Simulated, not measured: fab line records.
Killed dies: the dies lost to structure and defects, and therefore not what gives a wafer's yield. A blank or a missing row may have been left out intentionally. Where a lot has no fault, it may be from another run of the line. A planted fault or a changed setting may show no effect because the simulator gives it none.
Which tool is to blame? ; flow sky130 ; 14 lots with 41 wafers sampled at 2 steps, on a route of 708 steps

== WHAT EACH GAUGE READ, for each wafer ==
The record lacks any reading of a measuring or inspecting step that a usual standard deviation could be used to judge.

== WHAT TOOL EACH LOT RAN ON (gives the tool, then ch and the chambers of the sampled wafers, and finally the start) ==
lot;SKY_VIA4_CMP_21;SKY_PAD_OPEN_PROBE_99
L408;cmp-02 ch 1,2,3, day 44 09:54;-
L410;cmp-02 ch 1,3, day 44 17:53;-
L409;cmp-02 ch 2,3, day 44 19:06;-
L411;cmp-02 ch 0,1,3, day 45 02:20;-
L412;cmp-01 ch 0,1,2, day 45 09:32;-
L413;cmp-01 ch 0,2,3, day 45 16:21;-
L414;cmp-01 ch 1,2,3, day 45 21:45;-
L415;cmp-01 ch 0,2,3, day 46 07:49;-
L416;cmp-02 ch 0,3, day 46 19:34;-
L420;cmp-01 ch 1,3, day 47 18:11;prober-01, day 50 09:43
L423;cmp-01 ch 0,1,3, day 48 17:38;prober-02, day 51 05:16
L424;cmp-02 ch 0,1, day 48 19:01;prober-01, day 51 06:27
L426;cmp-02 ch 1,2, day 48 22:24;-
L425;cmp-02 ch 0,1,3, day 49 04:09;-
- SKY_VIA4_CMP_21: polishes, stops on SiO2, t overpolish 25 s, target thk 0 nm.
- SKY_PAD_OPEN_PROBE_99

== AS READ BY THE TOOLS THEMSELVES (means over the sampled wafers that have a number; for cases with no such wafer, the mark the record gives instead) ==
SKY_VIA4_CMP_21. Usual: head pressure psi 3.500 psi, standard deviation 0.0076; motor current A 11.1 A, standard deviation 1.1; overpolish run s 25.000 s, standard deviation 0.0094; platen rpm 60.00 rpm, standard deviation 0.039; slurry flow ml min 149.9, standard deviation 0.51; time to endpoint s 123 s, standard deviation 5.
lot;tool;head pressure psi (psi);motor current A (A);overpolish run s (s);platen rpm (rpm);slurry flow ml min;time to endpoint s (s);flag
L408;cmp-02;3.491;12.1;25.000;60.00;149.9;123;
L410;cmp-02;3.490;13.1;25.000;60.03;150.1;127;
L409;cmp-02;3.500;12.8;24.991;60.01;150.2;121;
L411;cmp-02;3.499;11.9;25.013;60.01;149.8;125;
L412;cmp-01;3.503;10.3;25.005;60.04;149.9;123;
L413;cmp-01;3.499;10.1;24.997;60.03;149.8;124;
L414;cmp-01;3.495;10.3;24.997;59.99;149.9;126;
L415;cmp-01;3.504;10.3;25.001;60.01;149.9;127;
L416;cmp-02;3.508;12.4;24.997;60.03;150.3;126;
L420;cmp-01;3.498;10.4;12.514;59.98;150.3;159;OFF
L423;cmp-01;3.497;10.5;8.357;59.99;149.7;169;OFF
L424;cmp-02;3.495;11.5;24.993;59.95;149.6;120;
L426;cmp-02;3.503;12.7;24.998;60.01;149.4;121;
L425;cmp-02;3.501;12.6;25.008;59.97;150.3;119;

SKY_PAD_OPEN_PROBE_99. Usual: defect limited yield 82.6 %, standard deviation 1.7; killed_at_M0_to_M3 43, standard deviation 7; killed_at_M4_up 3.1, standard deviation 1.5; killed at contacts 23, standard deviation 4.9; killed at front end 16, standard deviation 3.9; killed at other 0.3, standard deviation 0.52; killed dies 86, standard deviation 8.2; killed on rim 16, standard deviation 3.7; killed open 47, standard deviation 6.1; killed short 38, standard deviation 5.8; sort_bin_3_pad_short 0.8 %, standard deviation 0.41; sort_bin_5_function 10.2 %, standard deviation 1.3; sort_bin_6_memory 6.4 %, standard deviation 1.1; sort n pass 406, standard deviation 8.2; sort yield pct 82.6 %, standard deviation 1.7.
lot;tool;defect limited yield (%);killed_at_M0_to_M3;killed_at_M4_up;killed at contacts;killed at front end;killed at other;killed dies;killed on rim;killed open;killed short;sort_bin_3_pad_short (%);sort_bin_5_function (%);sort_bin_6_memory (%);sort n pass;sort yield pct (%);flag
L420;prober-01;41.4;44;204.5;24;15;0.5;288;56;46;41;41.8;10.6;6.3;204;41.4;OFF
L423;prober-02;28.2;45;266.7;25;16;0.7;353;68;54;35;54.3;10.1;7.4;139;28.2;OFF
L424;prober-01;84.1;43;2.7;19;13;1.0;78;13;41;37;0.6;9.9;5.4;414;84.1;

== THE ANSWER, worked out from the rows above alone ==
Rule: a lot counts as off when the mean over its wafers that have a number is more than 3 standard deviations away from the usual mean. Also off: a lot with no number at a reading for which 4 or more lots have one. All remaining lots with rows at the step are treated as sound. Order of review: gauges by route order, followed by the tools' own readings, for which a lot's mean as printed above is used. At the first step where some lot is off, the reading lying furthest off is the one used; lots without a number count as furthest.
Off, at SKY_VIA4_CMP_21 on overpolish run s: L420, L423.
If a tool, at that step or one of the process steps before it, ran each lot that is off and ran no sound lot following the first of them, it fits. One fits: SKY_VIA4_CMP_21 on cmp-01. A fault onset in the window from L415 (day 46 07:49, its last sound lot) to L420 (day 47 18:11, its first lot off) fits.
The tool's own readings at SKY_VIA4_CMP_21 bear it out: on the lots that are off they differ by more than 5 times the standard deviation of the sound lots' means. overpolish run s reads 10.435 s there against 25.000 s on the sound lots; time to endpoint s reads 164 s there against 124 s on the sound lots.

== WHAT THE SIMULATOR PUT IN ==
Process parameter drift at SKY_VIA4_CMP_21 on cmp-01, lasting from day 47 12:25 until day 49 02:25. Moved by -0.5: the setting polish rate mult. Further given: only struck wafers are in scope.
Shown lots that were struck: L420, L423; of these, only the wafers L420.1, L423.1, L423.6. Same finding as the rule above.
